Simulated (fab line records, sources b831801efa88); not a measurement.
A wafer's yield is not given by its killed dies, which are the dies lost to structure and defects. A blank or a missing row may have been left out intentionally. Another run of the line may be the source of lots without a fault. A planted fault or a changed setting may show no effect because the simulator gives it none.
Chamber matching -- flow sky130 -- SKY_CONTACT_CVD_00 on pecvd-04: 3 sister chambers
The step deposits Si3N4, target thk 75 nm. 6 wafers are shown with their chamber, then 8 later ones without.

## EACH WAFER AND ITS CHAMBER
wafer,chamber,heater power w (W),susceptor temp C (C)
L083.6,1,695,400.62
L087.2,1,714,399.64
L090.1,2,696,400.31
L090.3,0,724,399.54
L090.6,0,736,399.76
L092.2,2,744,400.13

## WAFERS WHOSE CHAMBER IS MISSING
wafer,heater power w (W),susceptor temp C (C)
L092.3,606,399.84
L092.5,606,400.07
L094.2,822,399.94
L094.4,837,399.70
L094.6,616,400.45
L097.1,698,400.03
L097.4,834,400.11
L097.6,722,399.95

## WHICH CHAMBER EACH WENT THROUGH
wafer,from the rows above,in truth
L092.3,can't be placed: 1 or 2 or 0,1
L092.5,can't be placed: 1 or 2 or 0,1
L094.2,can't be placed: 0 or 2 or 1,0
L094.4,can't be placed: 0 or 2 or 1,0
L094.6,can't be placed: 1 or 2 or 0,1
L097.1,can't be placed: 1 or 2 or 0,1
L097.4,can't be placed: 0 or 2 or 1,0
L097.6,can't be placed: 2 or 0 or 1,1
Correctly placed: 0 of 8. These rows do not allow placing 8 (true chamber among the candidates in 8). Placed wrongly: 0.
How it was worked out, from the rows above alone: a wafer's distance from a chamber is the root of the sum, over the readings, of the square of ((its reading less the chamber's mean) divided by the reading's scatter). The wafer belongs to the nearest chamber; if the next one is less than 2 further off, it can't be placed. Each chamber's mean is taken over the wafers shown for it. How the scatter is found: for the shown wafers, subtract from each reading the mean of its chamber, square and add these, divide the total by (wafers less chambers), then take the root.
